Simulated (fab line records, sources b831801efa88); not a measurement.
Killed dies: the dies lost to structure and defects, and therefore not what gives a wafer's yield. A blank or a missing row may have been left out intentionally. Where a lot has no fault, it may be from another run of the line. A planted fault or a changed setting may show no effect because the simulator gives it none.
Check of tool commonality + flow gf180mcu + 30 wafers sampled across 10 lots

WHAT PROMPTED THE OPENING
2 of 10 lots carry a flag on the reading V5_W_RS at GF_V5_RS_MEAS_24. Fault-free wafers read 0.327 ohm/sq, with a standard deviation of 0.0052.
Rule: a lot is flagged in two cases, either no wafer of it has a number, or all its wafers with numbers fall more than 4 standard deviations from that mean. As for the other lots, they are considered sound.

| lot  | measured     | on           | V5_W_RS (ohm/sq), wafer by wafer | flag    |
|------|--------------|--------------|----------------------------------|---------|
| L397 | day 28 15:46 | filmMetro-04 | 0.333 0.323 0.335                |         |
| L398 | day 29 02:43 | filmMetro-03 | 0.329 0.323 0.323                |         |
| L401 | day 29 21:16 | filmMetro-04 | 0.323 0.332 0.329                |         |
| L402 | day 29 23:08 | filmMetro-03 | 0.333 0.318 0.332                |         |
| L405 | day 30 20:56 | filmMetro-04 | 0.333 0.331 0.327                |         |
| L406 | day 30 21:47 | filmMetro-03 | 0.330 0.326 0.322                |         |
| L407 | day 31 10:43 | filmMetro-03 | 0.487 0.481 0.481                | FLAGGED |
| L408 | day 31 14:47 | filmMetro-01 | 0.330 0.321 0.332                |         |
| L409 | day 31 21:38 | filmMetro-04 | 0.490 0.480 0.485                | FLAGGED |
| L416 | day 33 11:55 | filmMetro-03 | 0.327 0.326 0.329                |         |
The mean of the flagged lots' numbers is 0.484 ohm/sq, +0.157 ohm/sq from the usual (+30 standard deviations).

WHICH TOOL EACH LOT WENT THROUGH
Before the reading, the record contains 3 process steps out of a 602-step route. In each cell: the tool, then ch and the chambers that the sampled wafers went through, then the start.
| lot  | flag    | GF_HV_LDD_STRIP_10                  | GF_SALICIDE_SPUTTER_02      | GF_V5_CVD_23                 |
|------|---------|-------------------------------------|-----------------------------|------------------------------|
| L397 |         | plasmaAsher-03 ch 0,1, day 11 10:41 | pvdSputter-03, day 16 19:32 | cvdW-01 ch 0,1, day 28 15:40 |
| L398 |         | plasmaAsher-02 ch 0,1, day 11 19:22 | pvdSputter-02, day 17 07:21 | cvdW-01 ch 0,1, day 29 02:37 |
| L401 |         | plasmaAsher-01 ch 0,1, day 12 10:55 | pvdSputter-03, day 18 00:53 | cvdW-01 ch 0,1, day 29 21:09 |
| L402 |         | plasmaAsher-02 ch 0,1, day 12 18:20 | pvdSputter-02, day 18 07:47 | cvdW-02 ch 0,1, day 29 23:01 |
| L405 |         | plasmaAsher-01 ch 0,1, day 13 15:28 | pvdSputter-03, day 19 11:29 | cvdW-01 ch 0,1, day 30 20:48 |
| L406 |         | plasmaAsher-01 ch 0,1, day 13 19:56 | pvdSputter-03, day 19 13:44 | cvdW-01 ch 0,1, day 30 21:41 |
| L407 | FLAGGED | plasmaAsher-01 ch 0,1, day 14 08:49 | pvdSputter-04, day 20 06:59 | cvdW-01 ch 0,1, day 31 10:35 |
| L408 |         | plasmaAsher-02 ch 0,1, day 14 12:20 | pvdSputter-02, day 20 12:17 | cvdW-02 ch 0,1, day 31 14:41 |
| L409 | FLAGGED | plasmaAsher-01 ch 0,1, day 14 19:23 | pvdSputter-03, day 20 20:23 | cvdW-01 ch 0,1, day 31 21:30 |
| L416 |         | plasmaAsher-02 ch 0,1, day 17 01:29 | pvdSputter-02, day 23 04:44 | cvdW-02 ch 0,1, day 33 11:49 |
These steps, and what they do:
- GF_HV_LDD_STRIP_10: strips in O2/N2.
- GF_SALICIDE_SPUTTER_02: material Co, target thk 10 nm, time 20 s.
- GF_V5_CVD_23: deposits W, target thk 350 nm, time 104.9 s.
- GF_V5_RS_MEAS_24: measures by four-point-probe.

FLAGGED AGAINST TOTAL, ONE TOOL AT A TIME (gauges that did the reading follow at the end)
| step                   | tool           | lots run | flagged | share of the flagged lots | sound lots run after its first flagged lot |
|------------------------|----------------|----------|---------|---------------------------|--------------------------------------------|
| GF_HV_LDD_STRIP_10     | plasmaAsher-01 | 5        | 2       | all                       | 0                                          |
| GF_HV_LDD_STRIP_10     | plasmaAsher-02 | 4        | 0       | none                      | -                                          |
| GF_HV_LDD_STRIP_10     | plasmaAsher-03 | 1        | 0       | none                      | -                                          |
| GF_SALICIDE_SPUTTER_02 | pvdSputter-02  | 4        | 0       | none                      | -                                          |
| GF_SALICIDE_SPUTTER_02 | pvdSputter-03  | 5        | 1       | some                      | 0                                          |
| GF_SALICIDE_SPUTTER_02 | pvdSputter-04  | 1        | 1       | some                      | 0                                          |
| GF_V5_CVD_23           | cvdW-01        | 7        | 2       | all                       | 0                                          |
| GF_V5_CVD_23           | cvdW-02        | 3        | 0       | none                      | -                                          |
| GF_V5_RS_MEAS_24       | filmMetro-01   | 1        | 0       | none                      | -                                          |
| GF_V5_RS_MEAS_24       | filmMetro-03   | 5        | 1       | some                      | 1 (L416)                                   |
| GF_V5_RS_MEAS_24       | filmMetro-04   | 4        | 1       | some                      | 0                                          |

WHAT THE TABLE PERMITS
Every flagged lot went through 2 rows of the table: plasmaAsher-01 at GF_HV_LDD_STRIP_10 and cvdW-01 at GF_V5_CVD_23.
- plasmaAsher-01 at GF_HV_LDD_STRIP_10 ran 5 lots, 2 of them flagged. It ran its last sound lot, L406, at day 13 19:56 and its first flagged lot, L407, at day 14 08:49: a fault with its onset between the two fits.
- cvdW-01 at GF_V5_CVD_23 ran 7 lots, 2 of them flagged. It ran its last sound lot, L406, at day 30 21:41 and its first flagged lot, L407, at day 31 10:35: a fault with its onset between the two fits.
A lot count leaves these 2 tools indistinguishable: every one of them fits a fault beginning at some hour. More lots, or a look at what each step does to the wafer, might.

WHAT THE SIMULATOR PUT IN
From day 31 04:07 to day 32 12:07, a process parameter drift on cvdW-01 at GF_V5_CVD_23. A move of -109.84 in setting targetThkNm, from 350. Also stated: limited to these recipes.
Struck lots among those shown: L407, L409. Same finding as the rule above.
